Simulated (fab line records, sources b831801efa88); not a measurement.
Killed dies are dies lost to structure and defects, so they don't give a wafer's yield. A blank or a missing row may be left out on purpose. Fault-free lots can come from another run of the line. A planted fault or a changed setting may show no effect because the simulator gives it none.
Which tool was responsible? / flow sfq-line / 9 lots, 27 wafers sampled, at 5 steps of a route of 325

== WHAT EACH GAUGE READ, for each wafer ==
SFQ_M5_OVL_MEAS_932.
lot=L150; measured=day 64 11:24; on=overlay-01; M5_OVL (nm)=8 4 5
lot=L151; measured=day 64 13:47; on=overlay-01; M5_OVL (nm)=2 5 4
lot=L152; measured=day 65 01:08; on=overlay-02; M5_OVL (nm)=11 4 9
lot=L153; measured=day 65 08:25; on=overlay-02; M5_OVL (nm)=6 7 2
lot=L154; measured=day 65 20:25; on=overlay-02; M5_OVL (nm)=3 9 -4
lot=L155; measured=day 66 01:13; on=overlay-01; M5_OVL (nm)=0 0 -8
lot=L163; measured=day 68 12:01; on=overlay-02; M5_OVL (nm)=7 12 6
lot=L164; measured=day 68 13:13; on=overlay-02; M5_OVL (nm)=6 7 0
lot=L165; measured=day 69 01:13; on=overlay-01; M5_OVL (nm)=3 3 2

== WHICH TOOL RAN EACH LOT (tool, then ch and the chambers of the sampled wafers, then the start) ==
lot=L150; SFQ_TRILAYER_I4_DEP_PECVD_099=pecvd-01 ch 0,1,2, day 47 01:54; SFQ_TRILAYER_JJ_CE_LITHO_EXPOSE_115=krf-scanner-02 ch 0, day 58 18:51; SFQ_TRILAYER_JJ_CE_METRO_MEASURE_117=cd-sem-02, day 58 20:23; SFQ_TRILAYER_JJ_CE_STRIP_STRIP_120=rie-metal-01 ch 0,1, day 58 22:05
lot=L151; SFQ_TRILAYER_I4_DEP_PECVD_099=pecvd-02 ch 0,2, day 47 11:52; SFQ_TRILAYER_JJ_CE_LITHO_EXPOSE_115=krf-scanner-02 ch 0, day 58 23:03; SFQ_TRILAYER_JJ_CE_METRO_MEASURE_117=cd-sem-01, day 59 00:35; SFQ_TRILAYER_JJ_CE_STRIP_STRIP_120=rie-metal-01 ch 1, day 59 02:31
lot=L152; SFQ_TRILAYER_I4_DEP_PECVD_099=pecvd-01 ch 0,1,2, day 47 21:31; SFQ_TRILAYER_JJ_CE_LITHO_EXPOSE_115=krf-scanner-02 ch 0, day 59 08:03; SFQ_TRILAYER_JJ_CE_METRO_MEASURE_117=cd-sem-02, day 59 09:35; SFQ_TRILAYER_JJ_CE_STRIP_STRIP_120=rie-metal-04 ch 0, day 59 11:41
lot=L153; SFQ_TRILAYER_I4_DEP_PECVD_099=pecvd-02 ch 0,1, day 48 03:00; SFQ_TRILAYER_JJ_CE_LITHO_EXPOSE_115=krf-scanner-02 ch 0, day 59 13:27; SFQ_TRILAYER_JJ_CE_METRO_MEASURE_117=cd-sem-01, day 59 14:59; SFQ_TRILAYER_JJ_CE_STRIP_STRIP_120=rie-metal-02 ch 0, day 59 16:53
lot=L154; SFQ_TRILAYER_I4_DEP_PECVD_099=pecvd-04 ch 0,2, day 49 18:07; SFQ_TRILAYER_JJ_CE_LITHO_EXPOSE_115=krf-scanner-02 ch 0, day 60 01:51; SFQ_TRILAYER_JJ_CE_METRO_MEASURE_117=cd-sem-02, day 60 03:23; SFQ_TRILAYER_JJ_CE_STRIP_STRIP_120=rie-metal-01 ch 0,1, day 60 05:07
lot=L155; SFQ_TRILAYER_I4_DEP_PECVD_099=pecvd-02 ch 0,1,2, day 49 19:16; SFQ_TRILAYER_JJ_CE_LITHO_EXPOSE_115=krf-scanner-02 ch 0, day 60 06:15; SFQ_TRILAYER_JJ_CE_METRO_MEASURE_117=cd-sem-01, day 60 07:47; SFQ_TRILAYER_JJ_CE_STRIP_STRIP_120=rie-metal-01 ch 0,1, day 60 09:43
lot=L163; SFQ_TRILAYER_I4_DEP_PECVD_099=pecvd-01 ch 1,2, day 58 03:56; SFQ_TRILAYER_JJ_CE_LITHO_EXPOSE_115=krf-scanner-01 ch 0, day 64 07:07; SFQ_TRILAYER_JJ_CE_METRO_MEASURE_117=cd-sem-01, day 64 08:39; SFQ_TRILAYER_JJ_CE_STRIP_STRIP_120=rie-metal-01 ch 0,1, day 64 10:24
lot=L164; SFQ_TRILAYER_I4_DEP_PECVD_099=pecvd-02 ch 1,2, day 58 08:44; SFQ_TRILAYER_JJ_CE_LITHO_EXPOSE_115=krf-scanner-01 ch 0, day 64 08:28; SFQ_TRILAYER_JJ_CE_METRO_MEASURE_117=cd-sem-02, day 64 10:01; SFQ_TRILAYER_JJ_CE_STRIP_STRIP_120=rie-metal-01 ch 0,1, day 64 11:55
lot=L165; SFQ_TRILAYER_I4_DEP_PECVD_099=pecvd-01 ch 0,1,2, day 59 00:20; SFQ_TRILAYER_JJ_CE_LITHO_EXPOSE_115=krf-scanner-01 ch 0, day 64 20:29; SFQ_TRILAYER_JJ_CE_METRO_MEASURE_117=cd-sem-01, day 64 22:02; SFQ_TRILAYER_JJ_CE_STRIP_STRIP_120=rie-metal-02 ch 0,1, day 64 23:55
- SFQ_TRILAYER_I4_DEP_PECVD_099: deposits SiO2 from SiH4/N2O, time 111.11 s, target thk 500 nm.
- SFQ_TRILAYER_JJ_CE_LITHO_EXPOSE_115: exposes mask J5, target cd 700 nm.
- SFQ_TRILAYER_JJ_CE_METRO_MEASURE_117
- SFQ_TRILAYER_JJ_CE_STRIP_STRIP_120: strips in O2.

== THE ANSWER, worked out from the rows above alone ==
Rule: what is usual is taken from the lots themselves. Put in order of their means at a reading, lots are off if they are a third of the lots or fewer, leave a main group of 4 or more, and stand apart from it by a gap of 3 or more times the standard deviation of the main group's means; of several such gaps the widest counts. The tables above print the reading to a certain number of digits; a main group whose means all agree to those digits is not used. Also off: a lot with no number at a reading for which 4 or more lots have one. Where the step has rows for the other lots, those lots are counted as sound.
None of the lots is off at any reading shown; this tells nothing.

== WHAT WAS PUT IN BY THE SIMULATOR ==
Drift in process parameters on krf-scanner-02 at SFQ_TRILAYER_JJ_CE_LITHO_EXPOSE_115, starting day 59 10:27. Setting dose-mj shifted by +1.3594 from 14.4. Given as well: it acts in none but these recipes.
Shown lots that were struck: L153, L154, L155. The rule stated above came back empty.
